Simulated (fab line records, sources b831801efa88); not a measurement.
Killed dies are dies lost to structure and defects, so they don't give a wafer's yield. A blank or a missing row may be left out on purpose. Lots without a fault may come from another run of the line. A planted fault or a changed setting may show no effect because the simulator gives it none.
fab line records | flow sky130
record lots=5 wafers=15 last_day=49
route steps=708 shown POLY_CUT@317 SD_P@320 RES_XHIGH@333 SD_N@342 PAD_OPEN@708
lots that met no fault: from a run of the same line without faults
start_h: hours from the record's first day to the start of the lot's first wafer shown | wait_h: hours since the lot's step before | " the same as in the row above | L1.1+2: a row that stands for several wafers | - no value, or no start given | * or withheld: withheld | < > ~ a bound
route shown NAME@n: a module of which the file shows steps, and the number in the route of the first | usual: mean/standard deviation of fault-free wafers | same: alike in all rows | chamber/n: place in a boat | sites: the reading at each site | _std_site: their standard deviation | _edge_site: outer sites' mean less inner sites' | radius_mm: how far each site lies from the wafer's centre | mask NAME#n: copy n | behind: the tool/chamber that last shaped the wafer | hold: why the lot was held/for how many hours/how that ended | device: the transistor (n, p or np) that didn't switch | end of line: the same wafers' tests at the end of the route | a step without rows: its recipe alone | killed: dies lost to structure and defects at the first sort, not the wafer's yield | map: a wafer's dies, x killed, . not, _ none there
set.NAME: the setting as run; set.NAME@STEP: as run at that earlier step | model.NAME: the simulator's own value behind a step, which no gauge read
lots at some steps of the route; a table a step, a row a wafer
services: from which hour (start_h, from the record's first day; less than 0 if before it) a tool's chamber was out of use, for how many hours, and why
## steps
# step SKY_POLY_CUT_ETCH_10
# recipe chemistry=N2/H2 target=BARC ion_energy_ev=200 source_w=500 bias_w=100 pressure_mtorr=30 n2_flow_sccm=100 h2_flow_sccm=200 stop_on=SiO2 time_s=45.9 target_depth_a=600
# step SKY_POLY_CUT_ETCH_11
# recipe target=Si3N4 chemistry=CF4/CH2F2/Ar stop_on=poly-Si source_w=600 bias_w=150 pressure_mtorr=40 cf4_flow_sccm=40 ch2f2_flow_sccm=20 Ar_flow_sccm=150 time_s=42.5 target_depth_a=600
# step SKY_POLY_CUT_STRIP_12
# recipe chemistry=O2/N2 power_w=1400 pressure_mtorr=1500 platen_temp_c=withheld o2_flow_sccm=3000 n2_flow_sccm=300 overash_fraction=0.5
# step SKY_SD_P_DEHYDRATE_00
# recipe temp_c=200 time_s=60
# step SKY_SD_P_HMDS_01
# recipe prime_time_s=60 prime_temp_c=120
# step SKY_SD_P_COAT_02
# recipe resist=NOVOLAK spin_rpm=3000 resist_thk_nm=1140
# step SKY_SD_P_SOFTBAKE_03
# recipe temp_c=90 time_s=60 resist=NOVOLAK
# step SKY_SD_P_EXPOSE_04
# recipe mask_id=PSDM na=0.6 source_shape=conventional sigma_outer=0.6 polarization=unpolarized target_cd_nm=380 dose_mj=138
# step SKY_SD_P_PEB_05
# recipe temp_c=withheld time_s=* resist=NOVOLAK
# step SKY_SD_P_DEVELOP_06
# recipe resist=NOVOLAK developer=TMAH develop_time_s=60 dev_temp_c=23.69
# step SKY_SD_P_IMPLANT_09
# recipe species=BF2 energy_kev=20 dose_cm2=3e+15 tilt_deg=0
# usual beam_on_s=14.9/0.75 dose_ions_cm2=3e+15/3.2e+12
# columns lot.wafer tool chamber start_h wait_h beam_on_s dose_ions_cm2
L443.2 implanter-04 0 657.27 0.0 18.0 3.868e+15
L443.4 " 0 " " 18.7 3.87e+15
L443.5 " 0 " " 19.3 3.871e+15
L446.1 implanter-03 0 672.95 0.0 15.7 3e+15
L446.3 " 0 " " 16.0 2.999e+15
L446.4 " 0 " " 15.7 3.002e+15
L445.1 implanter-04 0 674.16 0.0 18.9 3.863e+15
L445.4 " 0 " " 18.1 3.864e+15
L445.6 " 0 " " 19.7 3.859e+15
L447.3 implanter-04 0 677.76 0.1 18.9 3.868e+15
L447.4 " 0 " " 18.5 3.87e+15
L447.6 " 0 " " 18.4 3.873e+15
L455.2 implanter-04 0 746.37 0.0 14.4 3.001e+15
L455.4 " 0 " " 14.6 2.993e+15
L455.5 " 0 " " 14.9 2.992e+15
# step SKY_SD_P_STRIP_10
# recipe chemistry=O2/N2 power_w=1400 pressure_mtorr=1500 platen_temp_c=withheld o2_flow_sccm=3000 n2_flow_sccm=300 overash_fraction=0.5
# usual drypump_motor_current_A=5.7/0.5 oes_product_au=0.617/0.0049 strip_time_to_endpoint_s=17.48/0.047
# columns lot.wafer tool chamber start_h wait_h drypump_motor_current_A oes_product_au rf_hours_counter_h strip_time_to_endpoint_s
L443.2 plasma_asher-03 0 657.40 0.1 5.8 0.613 22 17.96
L443.4 " 0 " " 5.8 0.598 - 17.99
L443.5 " 1 " " 6.2 0.614 - 17.98
L446.1 plasma_asher-03 0 673.10 0.1 5.8 0.615 24 17.45
L446.3 " 0 " " 5.8 0.618 - 17.49
L446.4 " 1 " " 6.2 0.618 - 17.42
L445.1 plasma_asher-02 1 674.31 0.1 4.8 0.610 86 17.93
L445.4 " 0 " " 6.1 0.607 - 17.92
L445.6 " 1 " " 4.8 0.609 - 17.92
L447.3 plasma_asher-03 1 677.90 0.1 6.2 0.604 - 17.94
L447.4 " 0 " " 5.8 0.606 - 17.99
L447.6 " 0 " " 5.8 0.610 - 17.95
L455.2 plasma_asher-02 1 746.50 0.1 4.8 0.626 93 17.42
L455.4 " 1 " " 4.8 0.617 - 17.42
L455.5 " 0 " " 6.0 0.617 - 17.41
# step SKY_SD_P_TW_MEAS_11
# usual SD_P_TW=2822/15
# columns lot.wafer tool chamber start_h wait_h hold SD_P_TW
L443.2 film_metro-03 - 657.51 0.1 await_dispo/0.2h/release 2967
L443.4 " - " " await_dispo/0.2h/release 2953
L443.5 " - " " await_dispo/0.2h/release 2973
L443.2 film_metro-03 - 657.73 0.2 - 2981
L443.4 " - " " - 2957
L443.5 " - " " - 2953
L446.1 film_metro-01 - 673.20 0.1 - 2822
L446.3 " - " " - 2819
L446.4 " - " " - 2803
L445.1 film_metro-03 - 674.41 0.1 await_dispo/0.2h/release 2973
L445.4 " - " " await_dispo/0.2h/release 2976
L445.6 " - " " await_dispo/0.2h/release 2959
L445.1 film_metro-03 - 674.64 0.2 - 2951
L445.4 " - " " - 2952
L445.6 " - " " - 2965
L447.3 film_metro-01 - 677.98 0.1 await_dispo/0.2h/release 2919
L447.4 " - " " await_dispo/0.2h/release 2926
L447.6 " - " " await_dispo/0.2h/release 2916
L447.3 film_metro-01 - 678.21 0.2 - 2924
L447.4 " - " " - 2928
L447.6 " - " " - 2938
L455.2 film_metro-02 - 746.61 0.1 - 2830
L455.4 " - " " - 2821
L455.5 " - " " - 2822
# step SKY_RES_XHIGH_HMDS_01
# recipe prime_time_s=60 prime_temp_c=120
# step SKY_RES_XHIGH_COAT_02
# recipe resist=NOVOLAK spin_rpm=3000 resist_thk_nm=1140
# step SKY_RES_XHIGH_SOFTBAKE_03
# recipe temp_c=90 time_s=60 resist=NOVOLAK
# step SKY_RES_XHIGH_EXPOSE_04
# recipe mask_id=URPM na=0.6 source_shape=conventional sigma_outer=0.6 polarization=unpolarized target_cd_nm=1270 dose_mj=140
# step SKY_RES_XHIGH_PEB_05
# recipe temp_c=withheld time_s=* resist=NOVOLAK
# step SKY_RES_XHIGH_DEVELOP_06
# recipe resist=NOVOLAK developer=TMAH develop_time_s=60 dev_temp_c=23
# step SKY_RES_XHIGH_IMPLANT_07
# recipe species=BF2 energy_kev=20 dose_cm2=3.6e+14 tilt_deg=0
# step SKY_RES_XHIGH_STRIP_08
# recipe chemistry=O2/N2 power_w=1400 pressure_mtorr=1500 platen_temp_c=withheld o2_flow_sccm=3000 n2_flow_sccm=300 overash_fraction=0.5
# step SKY_SD_N_DEHYDRATE_00
# recipe temp_c=200 time_s=60
# step SKY_SD_N_HMDS_01
# recipe prime_time_s=60 prime_temp_c=120
# step SKY_SD_N_COAT_02
# recipe resist=NOVOLAK spin_rpm=3000 resist_thk_nm=1140
# step SKY_SD_N_SOFTBAKE_03
# recipe temp_c=90 time_s=60 resist=NOVOLAK
# step SKY_SD_N_EXPOSE_04
# recipe mask_id=NSDM na=0.6 source_shape=conventional sigma_outer=0.6 polarization=unpolarized target_cd_nm=380 dose_mj=141
# step SKY_SD_N_PEB_05
# recipe temp_c=withheld time_s=* resist=NOVOLAK
# step SKY_SD_N_DEVELOP_06
# recipe resist=NOVOLAK developer=TMAH develop_time_s=60 dev_temp_c=21.99
# step SKY_SD_N_IMPLANT_09
# recipe species=As energy_kev=50 dose_cm2=4e+15 tilt_deg=0
# step SKY_SD_N_IMPLANT_10
# recipe species=P energy_kev=20 dose_cm2=1e+14 tilt_deg=0
# step SKY_SD_N_STRIP_11
# recipe chemistry=O2/N2 power_w=1400 pressure_mtorr=1500 platen_temp_c=withheld o2_flow_sccm=3000 n2_flow_sccm=300 overash_fraction=0.5
# step SKY_SD_N_CLEAN_13
# recipe chemistry=SC1/SC2 mix=1:4:20 temp_c=70 time_s=150 dry=n2_spin
# step SKY_SD_N_RTA_14
# recipe temp_c=1075 time_s=2 idle_temp_c=650 ramp_up_c_per_s=150 ramp_down_c_per_s=90 ambient=N2
# step SKY_SD_N_RS_MEAS_17
# recipe thk_meas_gauge=four-point-probe
# usual SD_P_RS=147.1/0.37
# columns lot.wafer tool chamber start_h wait_h hold SD_P_RS[ohm/sq]
L443.2 film_metro-01 - 714.59 0.1 await_dispo/0.2h/release 143.0
L443.4 " - " " await_dispo/0.2h/release 143.8
L443.5 " - " " await_dispo/0.2h/release 143.3
L443.2 film_metro-01 - 714.88 0.3 - 143.0
L443.4 " - " " - 143.8
L443.5 " - " " - 143.5
L446.1 film_metro-03 - 729.36 0.1 - 146.4
L446.3 " - " " - 146.8
L446.4 " - " " - 146.9
L445.1 film_metro-02 - 730.47 0.1 await_dispo/0.2h/release 143.6
L445.4 " - " " await_dispo/0.2h/release 143.5
L445.6 " - " " await_dispo/0.2h/release 143.7
L445.1 film_metro-02 - 730.75 0.3 - 143.4
L445.4 " - " " - 143.5
L445.6 " - " " - 143.7
L447.3 film_metro-03 - 734.64 0.1 await_dispo/0.2h/release 143.2
L447.4 " - " " await_dispo/0.2h/release 143.2
L447.6 " - " " await_dispo/0.2h/release 143.5
L447.3 film_metro-03 - 734.93 0.3 - 143.2
L447.4 " - " " - 143.5
L447.6 " - " " - 143.4
L455.2 film_metro-01 - 801.37 0.1 - 147.4
L455.4 " - " " - 146.9
L455.5 " - " " - 147.1
# step SKY_PAD_OPEN_PROBE_99
# usual killed_at_M0_to_M3=42/6.4 killed_at_M4_up=2.9/1.7 killed_at_contacts=25/5.2 killed_at_front_end=16/4.4 killed_at_other=0.4/0.65 killed_dies=86/9.2 killed_open=47/6.6 killed_short=39/5.8
# same gross_dies=492 killed_at_back_side=0
# columns lot.wafer tool chamber start_h wait_h killed_at_M0_to_M3 killed_at_M4_up killed_at_contacts killed_at_front_end killed_at_other killed_dies killed_open killed_short model.etest.res_high_po.line_ohm_um model.etest.res_pdiff.line_ohm_um model.etest.licon_high_po.rc_ohm model.etest.pfet_01v8.r_on_ohm_um model.etest.licon_pdiff.rc_ohm model.etest.res_high_po.rs_ohm_sq model.etest.res_pdiff_hv.rs_ohm_sq model.etest.res_pdiff.rs_ohm_sq
L443.2 prober-02 - 1124.51 0.1 43 3 29 24 0 99 58 41 630.1 1285 253.4 2807 512.7 218.3 179.9 185.6
L443.4 prober-02 - 1124.61 0.2 37 2 28 16 0 83 53 30 639 1297 266.3 2744 528.3 221.5 178.5 185.2
L443.5 prober-02 - 1124.66 0.2 41 2 23 14 0 80 51 29 642.7 1306 267.9 2769 540.9 224.1 177.6 184
L446.1 prober-02 - 1136.96 0.1 35 4 31 21 0 91 58 32 754.4 1374 352.1 2902 623.4 257.6 191.1 196.1
L446.3 prober-02 - 1137.06 0.2 41 4 29 22 0 96 49 46 753.3 1402 363 2924 611 260.7 189 197.2
L446.4 prober-02 - 1137.11 0.2 31 1 25 18 1 76 36 38 741.3 1406 361.3 2922 593.4 257.3 190.6 196.2
L445.1 prober-01 - 1140.94 0.1 37 1 22 12 1 73 43 30 628.9 1280 277.6 2891 556.2 219.7 175.1 181.6
L445.4 prober-01 - 1141.09 0.2 45 2 29 16 0 92 52 40 626.5 1272 258.2 2834 525.4 219.9 173.6 181.9
L445.6 prober-01 - 1141.19 0.2 49 3 19 8 0 79 34 45 627.1 1258 268.1 2819 513.8 219 174.3 182
L447.3 prober-02 - 1141.14 0.2 43 1 22 14 0 80 43 37 644.9 1303 277.2 2847 539.2 224.7 179.7 186.2
L447.4 prober-02 - 1141.19 0.2 34 6 19 8 0 67 33 34 650.3 1296 274.9 2826 540.2 228 180.7 186
L447.6 prober-02 - 1141.29 0.2 38 3 20 17 1 79 40 38 630.7 1305 275.6 2961 556.6 220.5 181.2 187.1
L455.2 prober-02 - 1185.52 0.1 49 1 24 17 0 91 43 47 749.2 1384 354.1 2897 602 264.9 190.7 196.9
L455.4 prober-02 - 1185.62 0.2 44 3 24 13 0 84 43 41 718 1357 337.2 2926 582.4 254.8 190.6 196.3
L455.5 prober-02 - 1185.67 0.2 41 8 22 21 1 93 51 41 773.7 1372 353.7 2876 569.6 267.8 189.7 196.2
# killed by level:class
L443.2 CONTACT:geometric_particle:open=14 VIA1:geometric_particle:open=11 POLY_GATE:geometric_particle:open=10 POLY_GATE:geometric_particle:short=7 LI_CONTACT:geometric_particle:open=7 VIA2:geometric_particle:open=5 CONTACT:geometric_particle:short=4 METAL1:geometric_particle:short=4
L443.4 LI_CONTACT:geometric_particle:open=10 CONTACT:geometric_particle:open=10 VIA3:geometric_particle:open=8 VIA2:geometric_particle:open=7 POLY_GATE:geometric_particle:open=5 VIA1:geometric_particle:open=4 VIA1:geometric_particle:short=4 FIELD_ISO:geometric_particle:open=3
L443.5 VIA1:geometric_particle:open=12 CONTACT:geometric_particle:open=10 VIA1:geometric_particle:short=6 VIA3:geometric_particle:open=6 LI_CONTACT:geometric_particle:open=5 LOCAL_INTERCONNECT:geometric_particle:short=5 METAL1:geometric_particle:short=4 POLY_GATE:geometric_particle:short=4
L446.1 CONTACT:geometric_particle:open=15 VIA1:geometric_particle:open=9 VIA3:geometric_particle:open=8 CONTACT:geometric_particle:short=7 POLY_GATE:geometric_particle:open=5 LI_CONTACT:geometric_particle:open=5 VIA2:geometric_particle:open=5 POLY_CUT:geometric_particle:short=4
L446.3 CONTACT:geometric_particle:open=13 VIA3:geometric_particle:open=8 LI_CONTACT:geometric_particle:open=6 LOCAL_INTERCONNECT:geometric_particle:short=6 METAL2:geometric_particle:short=6 FIELD_ISO:geometric_particle:open=5 POLY_GATE:geometric_particle:short=5 VIA1:geometric_particle:open=5
L446.4 VIA1:geometric_particle:open=8 VIA2:geometric_particle:open=7 CONTACT:geometric_particle:open=7 CONTACT:geometric_particle:short=6 FIELD_ISO:geometric_particle:short=5 LI_CONTACT:geometric_particle:short=5 LOCAL_INTERCONNECT:geometric_particle:short=5 FIELD_ISO:geometric_particle:open=4
L445.1 VIA1:geometric_particle:open=9 CONTACT:geometric_particle:open=8 VIA3:geometric_particle:open=7 LI_CONTACT:geometric_particle:open=6 POLY_GATE:geometric_particle:open=5 CONTACT:geometric_particle:short=5 VIA3:geometric_particle:short=5 METAL1:geometric_particle:short=4
L445.4 VIA1:geometric_particle:open=14 VIA2:geometric_particle:open=8 LI_CONTACT:geometric_particle:open=8 LOCAL_INTERCONNECT:geometric_particle:short=7 POLY_GATE:geometric_particle:open=6 CONTACT:geometric_particle:short=5 CONTACT:geometric_particle:open=5 VIA1:geometric_particle:short=5
L447.3 VIA2:geometric_particle:open=8 VIA3:geometric_particle:open=7 VIA1:geometric_particle:open=7 CONTACT:geometric_particle:open=6 FIELD_ISO:geometric_particle:open=5 LI_CONTACT:geometric_particle:open=5 CONTACT:geometric_particle:short=5 METAL1:geometric_particle:short=5
L447.4 CONTACT:geometric_particle:open=6 METAL3:geometric_particle:short=6 VIA1:geometric_particle:open=5 LI_CONTACT:geometric_particle:open=4 VIA3:geometric_particle:open=4 POLY_GATE:geometric_particle:short=3 LI_CONTACT:geometric_particle:short=3 CONTACT:geometric_particle:short=3
L445.6 VIA2:geometric_particle:short=11 VIA1:geometric_particle:open=10 METAL3:geometric_particle:short=7 CONTACT:geometric_particle:open=6 METAL2:geometric_particle:short=6 LI_CONTACT:geometric_particle:open=5 LOCAL_INTERCONNECT:geometric_particle:short=5 VIA3:geometric_particle:open=5
L447.6 VIA3:geometric_particle:open=9 CONTACT:geometric_particle:open=8 METAL1:geometric_particle:short=6 POLY_GATE:geometric_particle:open=5 FIELD_ISO:geometric_particle:short=4 VIA1:geometric_particle:open=4 CONTACT:geometric_particle:short=4 METAL2:geometric_particle:short=4
L455.2 VIA1:geometric_particle:open=13 CONTACT:geometric_particle:open=7 POLY_GATE:geometric_particle:short=5 LI_CONTACT:geometric_particle:open=5 CONTACT:geometric_particle:short=5 METAL1:geometric_particle:short=5 VIA1:geometric_particle:short=5 LOCAL_INTERCONNECT:geometric_particle:short=4
L455.4 LI_CONTACT:geometric_particle:open=8 VIA1:geometric_particle:open=7 CONTACT:geometric_particle:open=7 METAL2:geometric_particle:short=6 METAL3:geometric_particle:short=6 VIA1:geometric_particle:short=5 VIA3:geometric_particle:open=5 FIELD_ISO:geometric_particle:open=4
L455.5 VIA1:geometric_particle:open=10 FIELD_ISO:geometric_particle:open=9 CONTACT:geometric_particle:open=8 METAL1:geometric_particle:short=8 VIA2:geometric_particle:open=7 CONTACT:geometric_particle:short=6 LI_CONTACT:geometric_particle:open=5 METAL4:geometric_particle:short=5
## services
# columns tool chamber start_h hours kind
implanter-03 - 633.57 2.7 repair
implanter-04 - 636.05 6.7 pm
plasma_asher-02 - 667.72 3.0 repair
implanter-04 - 696.72 2.1 repair
implanter-03 - 697.31 5.4 repair
## key
first_sign step=SKY_SD_P_IMPLANT_09 reading=dose_ions_cm2 direction=up sigmas=99+ usual=* struck=*
effect step=SKY_SD_P_IMPLANT_09 reading=beam_on_s direction=up sigmas=5.1 usual=14.9 struck=18.7
effect step=SKY_SD_P_STRIP_10 reading=strip_time_to_endpoint_s direction=up sigmas=10 usual=* struck=*
effect step=SKY_SD_P_TW_MEAS_11 reading=visit direction=added
effect step=SKY_SD_P_TW_MEAS_11 reading=SD_P_TW direction=up sigmas=8.8 usual=2822 struck=2951
effect step=SKY_SD_N_RS_MEAS_17 reading=SD_P_RS direction=down sigmas=10 usual=147.1 struck=143.4
model_effect step=SKY_PAD_OPEN_PROBE_99 value=etest.res_high_po.line_ohm_um without=740 struck=635.6
met_at SKY_SD_P_IMPLANT_09
struck_wafers L443.2,L443.4,L443.5,L445.1,L445.4,L445.6,L447.3,L447.4,L447.6
tester_left_out L443,L445,L447
fault kind=process_parameter_drift tool=implanter-04 chamber=- onset_h=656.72 steps=SKY_SD_P_IMPLANT_09 channel=dose_cm2 offset=* shape=step end_h=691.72 acts_in=* stated=*
# tester_left_out: of these lots the tester's yield and bins aren't shown, on N5 and GAA mostly nor the transistor test; their killed dies are dies lost to structure and defects alone, not to doping, threshold or leakage, so they don't give the yield
